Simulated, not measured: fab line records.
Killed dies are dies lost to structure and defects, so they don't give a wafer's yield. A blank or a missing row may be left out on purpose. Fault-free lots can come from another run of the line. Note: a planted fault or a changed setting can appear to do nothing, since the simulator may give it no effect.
Which tool is to blame?    flow gf180mcu    11 lots with 33 wafers sampled at 4 steps, on a route of 602 steps

== WHAT THE GAUGES READ, wafer by wafer ==
GF_V4_RS_MEAS_24: measurement is done with a four-point probe.
lot   measured      on             V4_W_RS (ohm/sq)
L132  day 24 13:03  film metro-04  0.326 0.322 0.325
L133  day 25 01:13  film metro-04  0.329 0.329 0.328
L136  day 25 18:14  film metro-02  0.323 0.330 0.330
L137  day 26 02:32  film metro-03  0.336 0.332 0.333
L139  day 26 21:20  film metro-04  0.327 0.323 0.322
L141  day 27 14:33  film metro-04  0.333 0.332 0.329
L142  day 28 00:27  film metro-03  0.333 0.338 0.335
L147  day 29 04:55  film metro-03  0.268 0.266 0.264
L148  day 29 15:47  film metro-02  0.272 0.271 0.269
L151  day 30 09:32  film metro-04  0.270 0.269 0.267
L153  day 31 01:30  film metro-04  0.334 0.332 0.329

== TOOL THAT RAN EACH LOT (tool first, then ch and the chambers of the sampled wafers, then the start) ==
lot   GF_V4_SPUTTER_21              GF_V4_SPUTTER_22              GF_V4_CVD_23
L132  pvd sputter-04, day 24 12:46  pvd sputter-04, day 24 12:50  cvd w-01 ch 0,1, day 24 12:55
L133  pvd sputter-02, day 25 00:59  pvd sputter-02, day 25 01:03  cvd w-01 ch 0,1, day 25 01:05
L136  pvd sputter-02, day 25 18:00  pvd sputter-02, day 25 18:04  cvd w-01 ch 0,1, day 25 18:06
L137  pvd sputter-03, day 26 02:18  pvd sputter-03, day 26 02:22  cvd w-02 ch 0,1, day 26 02:24
L139  pvd sputter-04, day 26 21:08  pvd sputter-04, day 26 21:11  cvd w-01 ch 0,1, day 26 21:14
L141  pvd sputter-02, day 27 14:20  pvd sputter-02, day 27 14:24  cvd w-02 ch 0,1, day 27 14:26
L142  pvd sputter-03, day 28 00:13  pvd sputter-03, day 28 00:17  cvd w-02 ch 0, day 28 00:19
L147  pvd sputter-03, day 29 04:43  pvd sputter-03, day 29 04:46  cvd w-02 ch 0,1, day 29 04:49
L148  pvd sputter-02, day 29 15:34  pvd sputter-02, day 29 15:38  cvd w-02 ch 0,1, day 29 15:40
L151  pvd sputter-04, day 30 09:17  pvd sputter-04, day 30 09:21  cvd w-02 ch 0,1, day 30 09:26
L153  pvd sputter-03, day 31 01:16  pvd sputter-03, day 31 01:20  cvd w-01 ch 0, day 31 01:22
- GF_V4_SPUTTER_21: material Ti, target thk 15 nm, time 80.02 s.
- GF_V4_SPUTTER_22: material TiN, target thk 10 nm, time 40 s.
- GF_V4_CVD_23: deposits W, target thk 350 nm, time 104.9 s.

== THE ANSWER, worked out from the rows above alone ==
Rule: the lots themselves supply what counts as usual. The widest of any qualifying gaps counts: lots, ordered by their means at a reading, are off when they make up no more than a third of the lots, leave a main group of 4 or more, and stand apart from it by 3 or more times the standard deviation of that group's means. Not used: any main group whose means are identical at the precision the tables above print for the reading. A lot without any number at a reading at which 4 lots or more have one is off too. Any other lot the step has rows for is counted as sound.
Off: L147, L148, L151, at GF_V4_RS_MEAS_24 (V4_W_RS). Mean 0.330 ohm/sq and standard deviation 0.0039 in the main group.
A tool fits if, at a process step before that reading, it ran every lot that is off, and no sound lot after the first of them. Gauges at GF_V4_RS_MEAS_24: tried the same way as those tools. One candidate fits, namely cvd w-02 at GF_V4_CVD_23. A fault onset in the window from L142 (day 28 00:19, its last sound lot) to L147 (day 29 04:49, its first lot off) fits.

== WHAT THE SIMULATOR HAD INSERTED ==
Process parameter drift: cvd w-02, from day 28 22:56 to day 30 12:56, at GF_V4_CVD_23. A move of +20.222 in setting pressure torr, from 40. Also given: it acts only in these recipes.
Shown lots that were struck: L147, L148, L151. The rule above found the same.
